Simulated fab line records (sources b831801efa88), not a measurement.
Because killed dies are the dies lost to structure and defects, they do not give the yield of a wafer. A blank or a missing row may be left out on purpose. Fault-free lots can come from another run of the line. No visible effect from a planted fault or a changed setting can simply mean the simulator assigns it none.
Comparing a struck lot with a sound one	flow gf180mcu	18 steps out of a route of 602
Sound: the wafers L899.1, L899.5, L899.6. Wafers L901.3, L901.4, L901.6 were the ones struck. At the end, the cause is stated.
Per side, at each step with rows, come the tool, then ch with its chambers, and then its first start. Under that, the readings that differ: sound wafers	struck wafers	difference of the means	sigmas: that difference in standard deviations of wafers without a fault.
alike: readings whose means differ by less than 2 such deviations, and words and numbers that are the same on both sides. not compared: withheld readings, readings that some wafer has no value for, bounds like >300 that may hide the same value, and numbers for which the record gives no deviation and whose values overlap.
A row with sigmas, a row that says differs or no value, or rows on one side alone: a step with any of these is where the two part. When numbers do not overlap yet have no deviation, they are printed without sigmas and do not part them. Lack of a reading on every wafer of one side parts them only where that side has two or more wafers.

first, 2 steps without rows for these wafers: GF_NSD_PEB_05; GF_NSD_DEVELOP_06 (develop time 60 s).
GF_NSD_CD_MEAS_07 targets a cd of 400 nm.
  sound on cdSem-02 at day 17 21:22; struck on cdSem-01 at day 18 11:45
  alike: cdNm
GF_NSD_OVL_MEAS_08:
  sound on overlay-02 at day 17 21:29; struck on overlay-01 at day 18 11:51
  alike: NSD_OVL
then, 2 steps without rows for these wafers: GF_NSD_IMPLANT_09; GF_NSD_IMPLANT_10.
GF_NSD_STRIP_11: strips in O2/N2.
  sound on plasmaAsher-01 ch 0,1, day 17 21:49; struck on plasmaAsher-04 ch 0,1, day 18 12:12
reading	sound	struck	difference	sigmas
drypumpMotorCurrentA (A)	5.89 5.88 5.72	5.41 5.55 5.43	-0.37	-3
  alike: heaterPowerW, oesProductAu, stripTimeToEndpointS
  not compared: rfHoursCounterH
GF_NSD_TW_MEAS_12:
  sound on filmMetro-04 at day 17 21:55; struck on filmMetro-03 at day 18 12:17
  alike: NSD_TW
then, 4 steps without rows for these wafers: GF_PSD_DEHYDRATE_00 (time 60 s); GF_PSD_HMDS_01 (prime time 60 s); GF_PSD_COAT_02 (resist thk 1000 nm); GF_PSD_SOFTBAKE_03 (time 60 s).
GF_PSD_EXPOSE_04: exposes mask Pplus, target cd 400 nm.
  sound on ilineStepper-01 ch 0, day 18 09:50; struck on ilineStepper-01 ch 0, day 19 00:35
reading	sound	struck	difference	sigmas
model.PSD.overlayXNm (nm)	0.8654 0.8654 0.8654	-141.4 -141.4 -141.4	-142.3	
  alike: mask
then, 2 steps without rows for these wafers: GF_PSD_PEB_05; GF_PSD_DEVELOP_06 (develop time 60 s).
GF_PSD_CD_MEAS_07 targets a cd of 400 nm.
  sound on cdSem-02 at day 18 22:00; struck on cdSem-01 at day 19 11:51
reading	sound	struck	difference	sigmas
cdNm (nm)	397.9 396.8 394.6	401.4 400.4 400.2	+4.2	+2
GF_PSD_OVL_MEAS_08:
  sound on overlay-02 at day 18 22:07; struck on overlay-02 at day 19 12:09
reading	sound	struck	difference	sigmas
PSD_OVL (nm)	0.7 0.2 0.9	-142.8 -144.4 -142.5	-143.8	-99 or more
  not compared: hold
following that, these wafers have no rows for 1 step: GF_PASSIVATION_PROBE_99.

## WHERE THEY PART
At GF_NSD_STRIP_11 first; at GF_PSD_OVL_MEAS_08 last (within this record only).

WHY: whatever the simulator had introduced
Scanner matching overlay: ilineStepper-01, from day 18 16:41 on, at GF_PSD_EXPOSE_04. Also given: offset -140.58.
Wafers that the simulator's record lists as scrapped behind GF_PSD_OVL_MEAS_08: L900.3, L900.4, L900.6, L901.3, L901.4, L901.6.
